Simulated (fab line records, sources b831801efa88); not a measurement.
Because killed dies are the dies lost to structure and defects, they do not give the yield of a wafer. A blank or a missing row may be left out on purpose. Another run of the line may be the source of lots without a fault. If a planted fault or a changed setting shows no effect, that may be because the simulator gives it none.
Struck lot and sound lot, side by side | flow sfq-line | 42 out of 325 route steps
Sound: the wafers L929.1, L929.3, L929.6. Struck: wafer L934.3 (L934.1, L934.4, from the same lot, were not struck and are left out); the cause is given at the end.
Each step with rows lists, per side, the tool, then ch with its chambers, then its first start. Under that, the readings that differ: sound wafers | struck wafers | difference of the means | sigmas: that difference in standard deviations of wafers without a fault.
alike: a reading whose means differ by less than 2 such deviations, as well as words and numbers matching on both sides. not compared: withheld readings; readings where some wafer has no value; bounds like >300 that might hide an equal value; numbers whose values overlap and for which the record gives no deviation.
The two part at a step that has a row with sigmas, a row that says differs or no value, or rows on one side only. Numbers that have no deviation but don't overlap get no sigmas and don't part them. A reading that every wafer of one side lacks parts them only if that side has two wafers or more.

first, 6 steps without rows for these wafers: SFQ_TRILAYER_I2_VIA_LITHO_COAT_072 (resist thk 62 nm); SFQ_TRILAYER_I2_VIA_LITHO_COAT_067 (resist thk 650 nm); SFQ_TRILAYER_I2_VIA_LITHO_SOFTBAKE_071; SFQ_TRILAYER_I2_VIA_LITHO_EXPOSE_068 (exposes mask I2, target cd 500 nm); SFQ_TRILAYER_I2_VIA_LITHO_PEB_070 (peb time 60 s); SFQ_TRILAYER_I2_VIA_LITHO_DEVELOP_069 (time 60 s).
SFQ_I2_OVL_MEAS_918:
  sound on overlay-01, day 32 16:04; struck on overlay-01, day 37 06:13
  alike: I2_OVL
then, 1 step without rows for these wafers: SFQ_TRILAYER_I2_VIA_BARC_OPEN_VIA_ETCH_096 (etches BARC in O2, target depth 125 nm, time 41.7 s).
SFQ_TRILAYER_I2_VIA_ETCH_VIA_ETCH_070: etches SiO2 in CHF3, stops on Nb, target depth 260 nm.
  sound on rie-diel-01 ch 0,1,3, day 32 16:09; struck on rie-diel-01 ch 0, day 37 06:17
  alike: drypump-motor-current-A, oes-product-au
then, 3 steps without rows for these wafers: SFQ_TRILAYER_I2_VIA_STRIP_STRIP_071 (strips in O2); SFQ_TRILAYER_I2_VIA_STRIP_SOLV_CLEAN_072 (cleans in NMP, time 600 s); SFQ_TRILAYER_M3_DEP_PRE_CLEAN_074 (time 22.5 s).
SFQ_TRILAYER_M3_DEP_SPUTTER_073: material Nb, target thk 200 nm, time 133.3 s.
  sound on pvd-sputter-03, day 32 17:14; struck on pvd-sputter-06, day 37 07:12
  reading                                             | sound                | struck | difference | sigmas
  cathode-dc-power-W (W)                              | 2000.2 2000.2 1999.9 | 1480.2 | -519.9     | -99 or more
  model.Nb_of_TRILAYER_M3_DEP_SPUTTER_073.thk-nm (nm) | 197.4 196.5 198.1    | 148.2  | -49.1      |
  alike: throttle-valve-pct
SFQ_M3_RS_MEAS_919: measures by four-point-probe.
  sound on film-metro-04, day 32 17:20; struck on film-metro-01, day 37 07:17
  reading           | sound             | struck | difference | sigmas
  M3_NB_RS (ohm/sq) | 0.905 0.908 0.901 | 1.207  | +0.302     | +39
then, 6 steps without rows for these wafers: SFQ_TRILAYER_M3_LITHO_COAT_080 (resist thk 62 nm); SFQ_TRILAYER_M3_LITHO_COAT_075 (resist thk 600 nm); SFQ_TRILAYER_M3_LITHO_SOFTBAKE_079; SFQ_TRILAYER_M3_LITHO_EXPOSE_076 (exposes mask M3, target cd 500 nm); SFQ_TRILAYER_M3_LITHO_PEB_078 (peb time 60 s); SFQ_TRILAYER_M3_LITHO_DEVELOP_077 (time 60 s).
-- the record jumps here: 6 days lie between the struck wafers' starts before and after --
SFQ_M3_OVL_MEAS_921:
  sound on overlay-01, day 39 05:58; struck on overlay-01, day 43 04:47
  alike: M3_OVL
then, 1 step without rows for these wafers: SFQ_TRILAYER_M3_BARC_OPEN_METAL_ETCH_100 (etches BARC in O2, target depth 125 nm, time 41.7 s).
SFQ_TRILAYER_M3_ETCH_METAL_ETCH_078: etches Nb in Cl2/Ar, stops on SiO2, target depth 240 nm, time 120 s.
  sound on rie-metal-04 ch 0,1, day 39 06:04; struck on rie-metal-03 ch 0, day 43 04:56
  reading               | sound             | struck | difference | sigmas
  oes-product-au (a.u.) | 0.873 0.883 0.888 | 0.762  | -0.119     | -20
  alike: drypump-motor-current-A
  not compared: rf-hours-counter-h
SFQ_TRILAYER_M3_STRIP_STRIP_079: strips in O2.
  sound on rie-metal-04 ch 0,1, day 39 06:11; struck on rie-metal-03 ch 0, day 43 05:11
  alike: drypump-motor-current-A, oes-product-au
  not compared: rf-hours-counter-h
then, 1 step without rows for these wafers: SFQ_TRILAYER_M3_STRIP_SOLV_CLEAN_080 (cleans in NMP, time 600 s).
SFQ_TRILAYER_I3_DEP_PECVD_081: deposits SiO2 from SiH4/N2O, time 111.11 s, target thk 500 nm.
  sound on pecvd-04 ch 1,2, day 39 06:58; struck on pecvd-04 ch 0, day 43 06:34
  alike: heater-power-w, throttle-valve-pct
then, 1 step without rows for these wafers: SFQ_TRILAYER_I3_CMP_CMP_082 (polishes SiO2).
SFQ_I3_BOW_MEAS_922:
  sound on film-metro-04, day 40 08:12; struck on film-metro-01, day 43 15:53
  alike: I3_BOW
then, 7 steps without rows for these wafers: SFQ_TRILAYER_I3_METRO_MEASURE_083; SFQ_TRILAYER_I3_VIA_LITHO_COAT_090 (resist thk 62 nm); SFQ_TRILAYER_I3_VIA_LITHO_COAT_085 (resist thk 650 nm); SFQ_TRILAYER_I3_VIA_LITHO_SOFTBAKE_089; SFQ_TRILAYER_I3_VIA_LITHO_EXPOSE_086 (exposes mask I3, target cd 500 nm); SFQ_TRILAYER_I3_VIA_LITHO_PEB_088 (peb time 60 s); SFQ_TRILAYER_I3_VIA_LITHO_DEVELOP_087 (time 60 s).
-- the record jumps here: 5 days lie between the struck wafers' starts before and after --
SFQ_I3_OVL_MEAS_923:
  sound on overlay-02, day 45 18:53; struck on overlay-01, day 49 03:25
  alike: I3_OVL
then, 1 step without rows for these wafers: SFQ_TRILAYER_I3_VIA_BARC_OPEN_VIA_ETCH_121 (etches BARC in O2, target depth 125 nm, time 41.7 s).
SFQ_TRILAYER_I3_VIA_ETCH_VIA_ETCH_088: etches SiO2 in CHF3, stops on Nb, target depth 260 nm.
  sound on rie-diel-02 ch 0,2,3, day 45 18:58; struck on rie-diel-01 ch 3, day 49 03:29
  alike: drypump-motor-current-A, oes-product-au
SFQ_TRILAYER_I3_VIA_STRIP_STRIP_089: strips in O2.
  sound on rie-metal-03 ch 0,1, day 45 19:04; struck on rie-metal-02 ch 0, day 49 03:36
  alike: drypump-motor-current-A, oes-product-au
  not compared: rf-hours-counter-h
then, 2 steps without rows for these wafers: SFQ_TRILAYER_I3_VIA_STRIP_SOLV_CLEAN_090 (cleans in NMP, time 600 s); SFQ_TRILAYER_M4_DEP_PRE_CLEAN_092 (time 22.5 s).
-- the record jumps here: 40 days lie between the struck wafers' starts before and after --
SFQ_M8_BOW_MEAS_951:
  sound on film-metro-02, day 87 13:10; struck on film-metro-03, day 88 15:52
  reading                 | sound                | struck | difference | sigmas
  model.etest.m3.ohm-um   | 1.814 1.815 1.805    | 2.41   | +0.60      |
  model.etest.i2.link-ohm | 1.984 1.976 1.969    | 2.345  | +0.369     |
  model.etest.i3.link-ohm | 1.991 1.991 1.995    | 2.301  | +0.309     |
  model.etest.m3.ohm-sq   | 0.9026 0.9069 0.8994 | 1.202  | +0.299     |
  alike: M8_BOW

WHERE THEY PART
Earliest at SFQ_TRILAYER_M3_DEP_SPUTTER_073; latest, in this record, at SFQ_TRILAYER_M3_ETCH_METAL_ETCH_078. Later steps at which nothing parts them and some readings are alike: SFQ_TRILAYER_M3_STRIP_STRIP_079, SFQ_TRILAYER_I3_DEP_PECVD_081, SFQ_I3_BOW_MEAS_922, SFQ_I3_OVL_MEAS_923, SFQ_TRILAYER_I3_VIA_ETCH_VIA_ETCH_088, SFQ_TRILAYER_I3_VIA_STRIP_STRIP_089, SFQ_M8_BOW_MEAS_951.

WHY: what the simulator had put in
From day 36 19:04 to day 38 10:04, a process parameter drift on pvd-sputter-06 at SFQ_TRILAYER_M3_DEP_SPUTTER_073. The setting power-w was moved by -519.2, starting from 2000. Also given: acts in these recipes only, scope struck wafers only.
